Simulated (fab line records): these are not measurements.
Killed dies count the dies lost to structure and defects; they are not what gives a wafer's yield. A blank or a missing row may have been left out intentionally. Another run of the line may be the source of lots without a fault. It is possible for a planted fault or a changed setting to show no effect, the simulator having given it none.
Matching of chambers :: flow gf180mcu :: 4 sister chambers for GF_V4_ETCH_16 on rie diel-01
The step etches BARC in N2/H2. 8 wafers are shown with their chamber, then 12 later ones without.

## WAFERS PAIRED WITH THEIR CHAMBERS
wafer: L087.2
chamber: 1
drypump motor current A (A): 6.1
oes product au (a.u.): 0.848

wafer: L087.4
chamber: 3
drypump motor current A (A): 5.0
oes product au (a.u.): 0.843

wafer: L089.2
chamber: 0
drypump motor current A (A): 6.2
oes product au (a.u.): 0.858

wafer: L089.4
chamber: 2
drypump motor current A (A): 6.2
oes product au (a.u.): 0.856

wafer: L089.6
chamber: 0
drypump motor current A (A): 6.3
oes product au (a.u.): 0.864

wafer: L090.3
chamber: 1
drypump motor current A (A): 6.1
oes product au (a.u.): 0.858

wafer: L090.5
chamber: 3
drypump motor current A (A): 4.9
oes product au (a.u.): 0.851

wafer: L090.6
chamber: 2
drypump motor current A (A): 6.2
oes product au (a.u.): 0.856

## WAFERS WITH NO CHAMBER GIVEN
wafer: L091.1
drypump motor current A (A): 6.3
oes product au (a.u.): 0.863

wafer: L091.3
drypump motor current A (A): 6.2
oes product au (a.u.): 0.857

wafer: L091.4
drypump motor current A (A): 5.0
oes product au (a.u.): 0.845

wafer: L092.4
drypump motor current A (A): 5.0
oes product au (a.u.): 0.853

wafer: L092.5
drypump motor current A (A): 6.2
oes product au (a.u.): 0.855

wafer: L092.6
drypump motor current A (A): 6.1
oes product au (a.u.): 0.853

wafer: L093.1
drypump motor current A (A): 5.0
oes product au (a.u.): 0.847

wafer: L093.5
drypump motor current A (A): 6.2
oes product au (a.u.): 0.848

wafer: L093.6
drypump motor current A (A): 6.1
oes product au (a.u.): 0.861

wafer: L094.1
drypump motor current A (A): 5.0
oes product au (a.u.): 0.851

wafer: L094.3
drypump motor current A (A): 6.2
oes product au (a.u.): 0.854

wafer: L094.4
drypump motor current A (A): 6.3
oes product au (a.u.): 0.851

## THE CHAMBER EACH PASSED THROUGH
wafer: L091.1
from the rows above: can't be placed: 0 or 2
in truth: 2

wafer: L091.3
from the rows above: can't be placed: 2 or 0 or 1
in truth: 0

wafer: L091.4
from the rows above: 3
in truth: 3

wafer: L092.4
from the rows above: 3
in truth: 3

wafer: L092.5
from the rows above: can't be placed: 2 or 0 or 1
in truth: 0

wafer: L092.6
from the rows above: 1
in truth: 1

wafer: L093.1
from the rows above: 3
in truth: 3

wafer: L093.5
from the rows above: can't be placed: 2 or 1 or 0
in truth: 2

wafer: L093.6
from the rows above: can't be placed: 1 or 2 or 0
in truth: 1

wafer: L094.1
from the rows above: 3
in truth: 3

wafer: L094.3
from the rows above: can't be placed: 2 or 0 or 1
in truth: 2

wafer: L094.4
from the rows above: can't be placed: 0 or 2 or 1
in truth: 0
Placed correctly: 5 of 12. Cannot be placed on the basis of these rows: 7; the candidates contain the true chamber in 7. 0 placed wrongly.
How it was worked out, from the rows above alone: a wafer's distance from a chamber is the root of the sum, over the readings, of the square of ((its reading less the chamber's mean) divided by the reading's scatter). The wafer belongs to the nearest chamber; if the next one is less than 2 further off, it can't be placed. For every chamber, the mean is computed from those of its wafers that are shown. The scatter is the square root of a quotient: the sum, over the shown wafers, of each reading's squared deviation from its chamber's mean, divided by wafers minus chambers.
